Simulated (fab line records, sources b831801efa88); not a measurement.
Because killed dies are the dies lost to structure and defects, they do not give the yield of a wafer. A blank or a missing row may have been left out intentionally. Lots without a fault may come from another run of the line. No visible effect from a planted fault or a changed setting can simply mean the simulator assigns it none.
A struck lot beside a sound one / flow sky130 / 16 out of 708 route steps
Sound: these wafers, L411.1, L411.3, L411.5. Struck: wafers L425.2, L425.5, L425.6. The cause comes at the end.
Per side, at each step with rows, come the tool, then ch with its chambers, and then its first start. Under that, the readings that differ: sound wafers / struck wafers / difference of the means / sigmas: that difference in standard deviations of wafers without a fault.
alike: words and numbers the same on both sides, and readings whose means are apart by under 2 such deviations; not compared: readings that were withheld, readings missing a value for some wafer, numbers with overlapping values and no deviation given by the record, and bounds like >300 which may hide the same value.
A row with sigmas, a row that says differs or no value, or rows on one side alone: a step with any of these is where the two part. When numbers do not overlap yet have no deviation, they are printed without sigmas and do not part them. A reading that every wafer of one side lacks parts them only if that side has two wafers or more.

first, 5 steps without rows for these wafers: SKY_POLY_GATE_COAT_08 (resist thk 450 nm); SKY_POLY_GATE_SOFTBAKE_09 (time 90 s); SKY_POLY_GATE_EXPOSE_10 (exposes mask P1M, target cd 150 nm); SKY_POLY_GATE_PEB_11; SKY_POLY_GATE_DEVELOP_12 (develop time 60 s).
SKY_POLY_GATE_CD_MEAS_13 targets a cd of 150 nm.
  struck on cdSem-01, day 22 18:33; sound on cdSem-02, day 17 19:29
  alike: cdNm
SKY_POLY_GATE_OVL_MEAS_14:
  struck on overlay-02, day 22 18:40; sound on overlay-02, day 17 19:37
  alike: POLY_GATE_OVL
SKY_POLY_GATE_ETCH_15: etches BARC in N2/H2, stops on SiO2, time 118.5 s, target depth 110 nm.
  sound on rieDiel-03 ch 0,1,3, day 17 19:39; struck on rieDiel-02 ch 0,1, day 22 18:41
  alike: drypumpMotorCurrentA, oesProductAu, throttleValvePct
  not compared: rfHoursCounterH
SKY_POLY_GATE_ETCH_16: etches Si3N4 in CH3F/O2, stops on poly-Si, time 147.5 s, target depth 75 nm.
  sound on rieDiel-03 ch 0,1,3, day 17 19:44; struck on rieDiel-02 ch 0,1, day 22 18:46
  alike: drypumpMotorCurrentA, oesProductAu, throttleValvePct
  not compared: rfHoursCounterH
SKY_POLY_GATE_ETCH_17: etches poly-Si in HBr/Cl2, stops on SiO2, target depth 180 nm, time 70.5 s.
  sound on rieSi-01 ch 2,3, day 17 19:50; struck on rieSi-02 ch 0,3, day 22 18:52
  alike: drypumpMotorCurrentA, oesProductAu, throttleValvePct
  not compared: rfHoursCounterH
SKY_POLY_GATE_STRIP_18: strips in O2/N2.
  sound on plasmaAsher-02 ch 0,1, day 17 19:53; struck on plasmaAsher-04 ch 0,1, day 22 18:56
  alike: drypumpMotorCurrentA, oesProductAu, stripTimeToEndpointS
  not compared: rfHoursCounterH
then, 1 step without rows for these wafers: SKY_POLY_GATE_CLEAN_19 (cleans in SC1/SC2, time 150 s).
SKY_POLY_GATE_OXIDATION_20: stabilise 600 s, purge 300 s, target thk 4 nm.
  sound on furnace-02 ch 0, day 17 20:37; struck on furnace-02 ch 0, day 22 19:05
reading=spikeTcBottomC (C); sound=871.2 872.2 871.1; struck=825.8 825.4 826.7; difference=-45.5; sigmas=-18
reading=spikeTcCentreC (C); sound=850.6 850.3 850.4; struck=804.6 802.7 803.5; difference=-46.8; sigmas=-47
reading=spikeTcLowerC (C); sound=851.0 851.5 852.1; struck=805.1 805.2 805.8; difference=-46.2; sigmas=-47
reading=spikeTcTopC (C); sound=857.0 855.0 855.2; struck=811.5 812.5 813.0; difference=-43.4; sigmas=-18
reading=spikeTcUpperC (C); sound=849.2 848.6 847.8; struck=800.8 805.8 800.9; difference=-46.0; sigmas=-38
reading=tubeCenterTempC (C); sound=849.98 849.91 849.98; struck=804.38 804.45 804.44; difference=-45.53; sigmas=-99 or more
reading=tube_center_temp_C_max; sound=852.7 852.3 851.5; struck=806.6 807.0 806.5; difference=-45.5; sigmas=-99 or more
reading=zonePowerBottomPct (%); sound=25.6 25.4 25.5; struck=22.2 22.3 22.6; difference=-3.1; sigmas=-7
reading=zonePowerTopPct (%); sound=31.8 31.5 31.5; struck=28.7 29.2 28.9; difference=-2.7; sigmas=-4
reading=model.SiO2_of_POLY_GATE_OXIDATION_20.thkNm (nm); sound=4.059 4.063 4.044; struck=2.148 2.203 2.206; difference=-1.870; sigmas=
SKY_POLY_GATE_THK_MEAS_21:
  struck on filmMetro-02, day 22 20:34; sound on filmMetro-03, day 17 21:52
reading=POLY_GATE_OXIDATION_THK (nm); sound=4.03 4.06 4.01; struck=2.19 2.21 2.23; difference=-1.82; sigmas=-26
  not compared: hold
SKY_POLY_GATE_CD_MEAS_22:
  struck on cdSem-02, day 23 02:44; sound on cdSem-02, day 17 21:55
reading=hold; sound=- - -; struck=awaitDispo/6.1h/release awaitDispo/6.1h/release awaitDispo/6.1h/release; difference=no value on the sound wafers; sigmas=
  alike: cdNm
-- the record jumps here: 27 days lie between the struck wafers' starts before and after (it left off in module POLY_GATE and takes up again in module PAD_OPEN, whose first step shown is number 708 of the route) --
SKY_PAD_OPEN_PROBE_99:
  struck on prober-02, day 49 18:03; sound on prober-01, day 46 19:55
reading=model.etest.tipP.rsOhmSq; sound=6902 6939 6873; struck=6684 6604 6620; difference=-269; sigmas=
reading=model.etest.tipSonos.rsOhmSq; sound=2647 2647 2626; struck=2425 2398 2398; difference=-233; sigmas=
reading=model.etest.pfet_01v8.rOnOhmUm; sound=2836 2997 2900; struck=2721 2718 2789; difference=-168; sigmas=
reading=model.etest.resPdiff.lineOhmUm; sound=1357 1396 1373; struck=1292 1302 1280; difference=-84; sigmas=
reading=model.etest.resNdiff.lineOhmUm; sound=761.5 781.3 778.6; struck=735.2 745.9 721.3; difference=-39.7; sigmas=
reading=model.etest.tipN.rsOhmSq; sound=444 441.7 438.9; struck=418.5 419.1 419.5; difference=-22.5; sigmas=
reading=model.etest.resPdiff.rsOhmSq; sound=197.8 198.6 197.5; struck=186.2 185.7 185.7; difference=-12.1; sigmas=
reading=model.etest.pfet_01v8.driveUaUm; sound=196.5 184.5 193.9; struck=212.2 209 203; difference=+16.4; sigmas=
  alike: killed_at_M0_to_M3, killed_at_M4_up, killedAtContacts, killedAtFrontEnd, killedAtOther, killedDies, killedOpen, killedShort

## WHERE THEY PART
First at SKY_POLY_GATE_OXIDATION_20; last, within this record, at SKY_POLY_GATE_CD_MEAS_22. Later steps at which nothing parts them and some readings are alike: SKY_PAD_OPEN_PROBE_99.

WHY: what the simulator had put in
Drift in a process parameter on furnace-02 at SKY_POLY_GATE_OXIDATION_20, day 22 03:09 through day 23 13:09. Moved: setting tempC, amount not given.
